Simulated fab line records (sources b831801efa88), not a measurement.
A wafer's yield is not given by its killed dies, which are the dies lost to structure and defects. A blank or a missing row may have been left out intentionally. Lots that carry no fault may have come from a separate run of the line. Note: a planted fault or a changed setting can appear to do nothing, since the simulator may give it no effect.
fab line records	flow sky130
record: lots: 6	wafers: 18	last_day: 50
route steps=708 shown POLY_GATE@235 LDD_N@237 LDD_P@255 PAD_OPEN@708
lots that met no fault: taken from a fault-free run of the same line
start_h: start of the lot's first displayed wafer, in hours after the record's first day	wait_h: hours elapsed since this lot's preceding step	" the same as in the row above	L1.1+2: a row that stands for several wafers	- no value, or no start was given	* or withheld: withheld	< > ~ a bound
route shown NAME@n: a module of which the file shows steps, and the number in the route of the first	usual: mean and standard deviation over wafers with no fault	same: alike in all rows	chamber/n: place in a boat	sites: per-site readings	_std_site: how widely they spread, as a standard deviation	_edge_site: mean of outer sites minus mean of inner sites	radius_mm: for every site, how far away it sits from the centre of the wafer	mask NAME#n: copy n	behind: tool/chamber where the wafer was last shaped	hold: why the lot was held/for how many hours/how that ended	device: transistor that didn't switch, given as n, p or np	end of line: tests of these same wafers at the route's end	a step with no rows: only its recipe	killed: count of dies lost to structure and defects at first sort (not the wafer's yield)	map: shows each die of a wafer: x if killed, . if not, _ if none is there
set.NAME: the setting as run; set.NAME@STEP: as run at that earlier step	model.NAME: the simulator's own value behind a step, which no gauge read
lots seen at some steps along the route; tables by step, rows by wafer
services: the hour from which a tool's chamber was out of use, counted from the record's first day as start_h (under 0 if before that day), plus the number of hours and why
== steps ==
step: SKY_POLY_GATE_THK_MEAS_21
recipe: reads: SiO2_of_POLY_GATE_OXIDATION_20
usual: POLY_GATE_OXIDATION_THK: 4.03/0.073
lot.wafer	tool	chamber	start_h	wait_h	POLY_GATE_OXIDATION_THK[nm]
L917.1	film_metro-02	-	371.87	0.0	4.07
L917.2	"	-	"	"	4.02
L917.3	"	-	"	"	4.07
L927.1	film_metro-03	-	456.92	0.0	4.09
L927.3	"	-	"	"	3.97
L927.6	"	-	"	"	4.18
L926.2	film_metro-04	-	460.64	0.0	4.07
L926.3	"	-	"	"	3.96
L926.5	"	-	"	"	4.01
L934.3	film_metro-03	-	520.53	0.0	4.08
L934.5	"	-	"	"	4.10
L934.6	"	-	"	"	4.06
L935.2	film_metro-04	-	540.31	0.0	4.06
L935.3	"	-	"	"	3.97
L935.4	"	-	"	"	4.03
L938.2	film_metro-04	-	568.75	0.0	4.06
L938.4	"	-	"	"	4.02
L938.5	"	-	"	"	4.04
step: SKY_POLY_GATE_CD_MEAS_22
usual: cd_nm: 150.9/2.6
lot.wafer	tool	chamber	start_h	wait_h	cd_nm
L917.1	cd_sem-02	-	371.93	0.1	152.5
L917.2	"	-	"	"	151.2
L917.3	"	-	"	"	154.7
L927.1	cd_sem-02	-	456.98	0.1	149.9
L927.3	"	-	"	"	151.1
L927.6	"	-	"	"	150.2
L926.2	cd_sem-02	-	460.72	0.1	147.4
L926.3	"	-	"	"	148.2
L926.5	"	-	"	"	148.7
L934.3	cd_sem-01	-	520.66	0.1	149.5
L934.5	"	-	"	"	150.4
L934.6	"	-	"	"	148.4
L935.2	cd_sem-02	-	540.39	0.1	147.2
L935.3	"	-	"	"	154.0
L935.4	"	-	"	"	147.8
L938.2	cd_sem-02	-	568.83	0.1	154.4
L938.4	"	-	"	"	149.3
L938.5	"	-	"	"	151.7
step: SKY_LDD_N_DEHYDRATE_00
recipe: temp_c: 200	time_s: 60
step: SKY_LDD_N_HMDS_01
recipe: prime_time_s: 60	prime_temp_c: 120
step: SKY_LDD_N_COAT_02
recipe: resist: NOVOLAK	spin_rpm: 3000	resist_thk_nm: 300
step: SKY_LDD_N_SOFTBAKE_03
recipe: temp_c: 90	time_s: 60	resist: NOVOLAK
step: SKY_LDD_N_EXPOSE_04
recipe: mask_id: NTM	target_cd_nm: 840	na: 0.6	source_shape: conventional	sigma_outer: 0.6	dose_mj: 110
step: SKY_LDD_N_PEB_05
recipe: temp_c: withheld	time_s: *	resist: NOVOLAK
step: SKY_LDD_N_DEVELOP_06
recipe: develop_time_s: 60	dev_temp_c: 23
step: SKY_LDD_N_OVL_MEAS_07
usual: LDD_N_OVL: -0.4/1.4
lot.wafer	tool	chamber	start_h	wait_h	LDD_N_OVL[nm]
L917.1	overlay-02	-	400.74	0.1	2.7
L917.2	"	-	"	"	0.6
L917.3	"	-	"	"	0.5
L927.1	overlay-02	-	487.68	0.1	-2.8
L927.3	"	-	"	"	-1.0
L927.6	"	-	"	"	-1.9
L926.2	overlay-01	-	491.74	0.1	-0.7
L926.3	"	-	"	"	-1.9
L926.5	"	-	"	"	-1.0
L934.3	overlay-01	-	550.59	0.1	-0.1
L934.5	"	-	"	"	-1.5
L934.6	"	-	"	"	-1.3
L935.2	overlay-02	-	570.09	0.1	-1.5
L935.3	"	-	"	"	-3.2
L935.4	"	-	"	"	-3.2
L938.2	overlay-02	-	598.29	0.1	0.4
L938.4	"	-	"	"	0.2
L938.5	"	-	"	"	-0.3
step: SKY_LDD_N_IMPLANT_08
recipe: species: As	energy_kev: 20	dose_cm2: 7.5e+13	tilt_deg: withheld	rotation_deg: 23
step: SKY_LDD_N_IMPLANT_09
recipe: species: As	energy_kev: 20	dose_cm2: 7.5e+13	tilt_deg: withheld	rotation_deg: 113
step: SKY_LDD_N_IMPLANT_10
recipe: species: As	energy_kev: 20	dose_cm2: 7.5e+13	tilt_deg: withheld	rotation_deg: 203
usual: beam_on_s: 10.00/0.2	dose_ions_cm2: 7.5e+13/8.4e+10	faraday_current_uA: 423/8.2
lot.wafer	tool	chamber	start_h	wait_h	beam_on_s	dose_ions_cm2	faraday_current_uA
L917.1	implanter-02	0	401.08	0.1	10.14	7.493e+13	416
L917.2	"	0	"	"	9.69	7.501e+13	434
L917.3	"	0	"	"	10.29	7.479e+13	409
L927.1	implanter-03	0	488.02	0.1	29.23	2.8977e+14	557
L927.3	"	0	"	"	30.06	2.8975e+14	542
L927.6	"	0	"	"	29.46	2.8967e+14	554
L926.2	implanter-03	0	492.09	0.1	29.53	2.8963e+14	553
L926.3	"	0	"	"	30.25	2.8969e+14	539
L926.5	"	0	"	"	29.04	2.8972e+14	558
L934.3	implanter-02	0	550.97	0.1	9.81	7.519e+13	430
L934.5	"	0	"	"	10.00	7.518e+13	421
L934.6	"	0	"	"	10.08	7.516e+13	420
L935.2	implanter-03	0	570.44	0.1	9.96	7.518e+13	424
L935.3	"	0	"	"	9.81	7.498e+13	429
L935.4	"	0	"	"	10.14	7.505e+13	418
L938.2	implanter-01	0	598.64	0.1	9.68	7.501e+13	436
L938.4	"	0	"	"	10.31	7.499e+13	409
L938.5	"	0	"	"	9.83	7.505e+13	429
step: SKY_LDD_N_IMPLANT_11
recipe: species: As	energy_kev: 20	dose_cm2: 7.5e+13	tilt_deg: withheld	rotation_deg: 293
step: SKY_LDD_N_IMPLANT_12
recipe: species: BF2	energy_kev: 50	dose_cm2: 5e+12	tilt_deg: 30	rotation_deg: 0
step: SKY_LDD_N_IMPLANT_13
recipe: species: BF2	energy_kev: 50	dose_cm2: 5e+12	tilt_deg: 30	rotation_deg: 90
step: SKY_LDD_N_IMPLANT_14
recipe: species: BF2	energy_kev: 50	dose_cm2: 5e+12	tilt_deg: 30	rotation_deg: 180
step: SKY_LDD_N_IMPLANT_15
recipe: species: BF2	energy_kev: 50	dose_cm2: 5e+12	tilt_deg: 30	rotation_deg: 270
step: SKY_LDD_N_STRIP_16
recipe: chemistry: O2/N2	power_w: 1400	pressure_mtorr: 1500	platen_temp_c: withheld	o2_flow_sccm: 3000	n2_flow_sccm: 300	overash_fraction: 0.5
usual: drypump_motor_current_A: 5.96/0.27	oes_product_au: 0.406/0.0044	strip_time_to_endpoint_s: 4.312/0.017
lot.wafer	tool	chamber	start_h	wait_h	drypump_motor_current_A	oes_product_au	rf_hours_counter_h	strip_time_to_endpoint_s
L917.1	plasma_asher-02	0	401.98	0.1	5.84	0.407	71	4.329
L917.2	"	1	"	"	6.29	0.406	71	4.347
L917.3	"	0	"	"	5.86	0.405	-	4.343
L927.1	plasma_asher-04	0	488.92	0.1	5.57	0.398	37	4.867
L927.3	"	0	"	"	5.57	0.408	-	4.852
L927.6	"	0	"	"	5.57	0.412	-	4.862
L926.2	plasma_asher-02	1	492.97	0.1	6.26	0.407	81	4.851
L926.3	"	0	"	"	5.91	0.400	-	4.845
L926.5	"	0	"	"	5.84	0.403	-	4.854
L934.3	plasma_asher-02	1	552.32	0.1	6.27	0.413	-	4.320
L934.5	"	1	"	"	6.25	0.397	-	4.323
L934.6	"	0	"	"	5.85	0.407	-	4.324
L935.2	plasma_asher-04	0	571.32	0.1	5.59	0.409	46	4.336
L935.3	"	1	"	"	6.09	0.400	-	4.326
L935.4	"	0	"	"	5.56	0.401	-	4.313
L938.2	plasma_asher-04	0	599.52	0.1	5.56	0.407	48	4.288
L938.4	"	0	"	"	5.53	0.408	-	4.277
L938.5	"	1	"	"	6.11	0.411	-	4.289
step: SKY_LDD_N_TW_MEAS_17
usual: LDD_N_TW: 2605/15
lot.wafer	tool	chamber	start_h	wait_h	LDD_N_TW
L917.1	film_metro-03	-	402.08	0.1	2611
L917.2	"	-	"	"	2614
L917.3	"	-	"	"	2607
L927.1	film_metro-04	-	489.02	0.1	2814
L927.3	"	-	"	"	2793
L927.6	"	-	"	"	2813
L926.2	film_metro-01	-	493.08	0.1	2836
L926.3	"	-	"	"	2847
L926.5	"	-	"	"	2848
L934.3	film_metro-04	-	552.41	0.1	2575
L934.5	"	-	"	"	2582
L934.6	"	-	"	"	2580
L935.2	film_metro-01	-	571.43	0.1	2597
L935.3	"	-	"	"	2606
L935.4	"	-	"	"	2612
L938.2	film_metro-03	-	599.63	0.1	2607
L938.4	"	-	"	"	2603
L938.5	"	-	"	"	2614
step: SKY_LDD_P_DEHYDRATE_00
recipe: temp_c: 200	time_s: 60
step: SKY_PAD_OPEN_PROBE_99
usual: killed_at_M0_to_M3: 43/6.4	killed_at_M4_up: 3.1/2	killed_at_contacts: 24/5.2	killed_at_front_end: 15/4.3	killed_at_other: 0.2/0.48	killed_dies: 85/9.7	killed_open: 47/6.9	killed_short: 38/6.7
same: gross_dies: 492	killed_at_back_side: 0
lot.wafer	tool	chamber	start_h	wait_h	killed_at_M0_to_M3	killed_at_M4_up	killed_at_contacts	killed_at_front_end	killed_at_other	killed_dies	killed_open	killed_short	model.etest.tip_n.rs_ohm_sq	model.etest.nfet_01v8.r_on_ohm_um	model.etest.nfet_01v8_swapped.drive_ua_um	model.etest.nfet_01v8_turned.drive_ua_um	model.etest.nfet_01v8_lvt.drive_ua_um	model.etest.nfet_01v8.drive_ua_um	model.etest.sram_nfet_pass.drive_ua_um	model.etest.nfet_01v8_swapped.off_log10_a_um
L917.1	prober-01	-	1081.06	0.1	49	3	25	12	0	89	52	37	442.7	849.7	494.6	499.2	566.5	497	483.2	-13.46
L917.2	prober-01	-	1081.11	0.1	33	2	31	13	0	79	47	32	438.7	813.6	516.2	516.4	583.8	516.6	507.8	-13.41
L917.3	prober-01	-	1081.16	0.2	49	6	27	15	0	97	52	45	444.7	815.7	519.6	519.7	590.4	520.4	506.4	-13.4
L927.1	prober-01	-	1141.66	0.1	36	2	37	10	0	85	50	35	327.2	798.3	529	529.2	597.8	521.5	510.2	-13.1
L927.3	prober-01	-	1141.76	0.2	44	1	31	16	0	92	44	48	326.6	779.3	547.4	544.3	619.7	538.2	516.4	-13.26
L927.6	prober-01	-	1141.91	0.2	44	3	29	13	2	91	41	50	330.1	783.3	535.7	530.2	598.4	524.7	500.9	-13.2
L926.2	prober-02	-	1143.17	0.1	46	4	12	16	0	78	43	35	331.1	754.2	567.8	569.8	629.3	561	526	-13.07
L926.3	prober-02	-	1143.22	0.2	38	2	17	20	0	77	41	36	329.4	763.9	562.8	563.3	629.3	545.7	534	-13.21
L926.5	prober-02	-	1143.32	0.2	42	9	28	15	0	94	53	41	329.2	766.4	565.2	557.8	636.9	554.8	547.4	-13.16
L934.3	prober-01	-	1175.40	0.2	48	6	24	24	2	104	49	55	442.7	846.3	503.1	506.8	575.1	500.3	490.6	-13.36
L934.5	prober-01	-	1175.50	0.2	45	4	10	12	0	71	40	31	446.9	836.3	494	500.5	571	493.3	483.2	-13.34
L934.6	prober-01	-	1175.55	0.2	44	3	22	23	1	93	49	44	441.8	830.9	493.7	496	569.3	497.6	485.1	-13.2
L935.2	prober-02	-	1188.01	0.1	42	1	21	16	0	80	46	34	445.6	825.8	508.1	505.3	579.5	508.4	495.4	-13.38
L935.3	prober-02	-	1188.06	0.2	52	2	25	13	0	92	38	54	442	861.2	485.3	486.7	555.1	482.6	475.4	-13.41
L935.4	prober-02	-	1188.11	0.2	42	0	16	13	1	72	34	38	439.6	814.7	510.5	513.7	582.7	510.6	491.8	-13.3
L938.2	prober-01	-	1204.58	0.1	33	2	18	11	0	64	38	26	442.9	836.2	506	504.1	575.3	498.8	483.4	-13.41
L938.4	prober-01	-	1204.68	0.2	46	5	21	20	0	92	49	43	444.4	830.9	502.8	503.3	572.1	501.5	500.1	-13.4
L938.5	prober-01	-	1204.73	0.2	36	4	24	7	0	71	40	31	444.3	831.9	507.4	507.8	575.6	501.6	495.7	-13.35
killed by level:class
L917.1 VIA1:geometric_particle:open=14 LI_CONTACT:geometric_particle:open=9 VIA2:geometric_particle:open=8 CONTACT:geometric_particle:open=8 METAL1:geometric_particle:short=6 VIA1:geometric_particle:short=5 POLY_GATE:geometric_particle:short=4 LOCAL_INTERCONNECT:geometric_particle:short=4
L917.2 LI_CONTACT:geometric_particle:open=11 CONTACT:geometric_particle:open=8 METAL1:geometric_particle:short=7 CONTACT:geometric_particle:short=6 VIA2:geometric_particle:open=6 VIA3:geometric_particle:open=6 FIELD_ISO:geometric_particle:open=5 POLY_GATE:geometric_particle:open=5
L917.3 VIA1:geometric_particle:open=11 CONTACT:geometric_particle:open=9 VIA3:geometric_particle:open=8 LI_CONTACT:geometric_particle:open=7 METAL1:geometric_particle:short=7 METAL4:geometric_particle:short=6 METAL2:geometric_particle:short=6 VIA1:geometric_particle:short=5
L927.1 CONTACT:geometric_particle:open=11 LI_CONTACT:geometric_particle:open=9 LOCAL_INTERCONNECT:geometric_particle:short=7 METAL2:geometric_particle:short=6 FIELD_ISO:geometric_particle:open=5 VIA1:geometric_particle:open=5 VIA2:geometric_particle:open=5 VIA3:geometric_particle:open=5
L927.3 LI_CONTACT:geometric_particle:open=10 VIA1:geometric_particle:open=8 CONTACT:geometric_particle:open=7 VIA1:geometric_particle:short=7 METAL1:geometric_particle:short=6 METAL2:geometric_particle:short=6 VIA2:geometric_particle:open=6 FIELD_ISO:geometric_particle:short=5
L927.6 VIA1:geometric_particle:short=11 VIA1:geometric_particle:open=10 LI_CONTACT:geometric_particle:open=10 CONTACT:geometric_particle:open=8 METAL1:geometric_particle:short=7 CONTACT:geometric_particle:short=5 LOCAL_INTERCONNECT:geometric_particle:short=4 FIELD_ISO:geometric_particle:open=3
L926.2 VIA2:geometric_particle:open=11 VIA1:geometric_particle:open=10 VIA3:geometric_particle:open=9 FIELD_ISO:geometric_particle:open=5 POLY_GATE:geometric_particle:short=5 LOCAL_INTERCONNECT:geometric_particle:short=4 VIA1:geometric_particle:short=4 METAL4:geometric_particle:short=4
L926.3 VIA3:geometric_particle:open=8 FIELD_ISO:geometric_particle:open=7 VIA1:geometric_particle:open=7 METAL2:geometric_particle:short=6 LOCAL_INTERCONNECT:geometric_particle:short=5 CONTACT:geometric_particle:open=5 METAL1:geometric_particle:short=5 VIA2:geometric_particle:open=5
L926.5 VIA1:geometric_particle:open=11 CONTACT:geometric_particle:open=9 CONTACT:geometric_particle:short=6 LI_CONTACT:geometric_particle:open=6 VIA3:geometric_particle:open=6 VIA2:geometric_particle:open=5 METAL4:geometric_particle:short=5 FIELD_ISO:geometric_particle:open=4
L934.3 VIA1:geometric_particle:open=10 VIA2:geometric_particle:open=9 CONTACT:geometric_particle:open=8 FIELD_ISO:geometric_particle:short=6 POLY_GATE:geometric_particle:open=6 CONTACT:geometric_particle:short=6 VIA1:geometric_particle:short=6 POLY_GATE:geometric_particle:short=4
L934.5 VIA1:geometric_particle:open=16 VIA3:geometric_particle:open=5 VIA2:geometric_particle:open=5 VIA1:geometric_particle:short=5 POLY_GATE:geometric_particle:open=4 METAL1:geometric_particle:short=4 CONTACT:geometric_particle:open=4 METAL4:geometric_particle:short=4
L934.6 VIA1:geometric_particle:open=9 VIA2:geometric_particle:open=8 FIELD_ISO:geometric_particle:open=7 LI_CONTACT:geometric_particle:open=7 CONTACT:geometric_particle:open=6 METAL3:geometric_particle:short=6 FIELD_ISO:geometric_particle:short=5 LOCAL_INTERCONNECT:geometric_particle:short=5
L935.2 VIA1:geometric_particle:open=14 CONTACT:geometric_particle:short=8 CONTACT:geometric_particle:open=7 FIELD_ISO:geometric_particle:short=5 METAL2:geometric_particle:short=5 VIA3:geometric_particle:open=5 POLY_GATE:geometric_particle:open=4 VIA2:geometric_particle:open=4
L935.3 VIA1:geometric_particle:open=10 CONTACT:geometric_particle:short=9 VIA1:geometric_particle:short=8 CONTACT:geometric_particle:open=7 LOCAL_INTERCONNECT:geometric_particle:short=6 VIA3:geometric_particle:open=6 METAL3:geometric_particle:short=6 VIA2:geometric_particle:open=5
L935.4 VIA1:geometric_particle:short=11 VIA1:geometric_particle:open=10 CONTACT:geometric_particle:open=7 FIELD_ISO:geometric_particle:short=5 POLY_GATE:geometric_particle:short=5 VIA2:geometric_particle:open=5 LI_CONTACT:geometric_particle:open=4 METAL2:geometric_particle:short=4
L938.2 CONTACT:geometric_particle:open=9 VIA1:geometric_particle:short=7 VIA1:geometric_particle:open=7 POLY_GATE:geometric_particle:open=4 LI_CONTACT:geometric_particle:open=4 VIA3:geometric_particle:short=4 VIA3:geometric_particle:open=4 METAL2:geometric_particle:short=3
L938.4 VIA1:geometric_particle:open=13 VIA3:geometric_particle:open=11 CONTACT:geometric_particle:open=7 POLY_GATE:geometric_particle:short=5 METAL4:geometric_particle:short=4 VIA3:geometric_particle:short=4 LI_CONTACT:geometric_particle:open=4 VIA1:geometric_particle:short=4
L938.5 CONTACT:geometric_particle:open=7 VIA1:geometric_particle:open=7 VIA3:geometric_particle:open=7 POLY_GATE:geometric_particle:open=6 VIA2:geometric_particle:open=6 LI_CONTACT:geometric_particle:open=5 LOCAL_INTERCONNECT:geometric_particle:short=5 CONTACT:geometric_particle:short=4
== services ==
tool	chamber	start_h	hours	kind
implanter-02	-	387.94	8.9	repair
implanter-01	-	426.65	2.1	repair
implanter-03	-	477.48	2.5	repair
implanter-03	-	528.31	8.9	repair
implanter-01	-	529.47	9.2	pm
implanter-01	-	564.17	3.3	repair
plasma_asher-04	-	585.32	3.2	repair
implanter-01	-	588.33	3.5	pm
implanter-02	-	588.89	1.6	repair
implanter-01	-	594.07	3.8	pm
== key ==
first_sign: step: SKY_LDD_N_IMPLANT_10	reading: dose_ions_cm2	direction: up	sigmas: 99+	usual: *	struck: *
effect: step: SKY_LDD_N_IMPLANT_10	reading: beam_on_s	direction: up	sigmas: 99+	usual: 10.00	struck: 29.59
effect: step: SKY_LDD_N_STRIP_16	reading: strip_time_to_endpoint_s	direction: up	sigmas: 32	usual: *	struck: *
effect: step: SKY_LDD_N_TW_MEAS_17	reading: LDD_N_TW	direction: up	sigmas: 15	usual: 2605	struck: 2825
model_effect: step: SKY_PAD_OPEN_PROBE_99	value: etest.tip_n.rs_ohm_sq	without: 441.7	struck: 328.9
met_at SKY_LDD_N_IMPLANT_10
struck_wafers L926.2,L926.3,L926.5,L927.1,L927.3,L927.6
tester_left_out L926,L927
fault: kind: process_parameter_drift	tool: implanter-03	chamber: -	onset_h: 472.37	steps: SKY_LDD_N_IMPLANT_10	channel: dose_cm2	offset: *	shape: step	end_h: 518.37	acts_in: *	stated: *
tester_left_out: of these lots the tester's yield and bins aren't shown, on N5 and GAA mostly nor the transistor test; their killed dies are dies lost to structure and defects alone, not to doping, threshold or leakage, so they don't give the yield
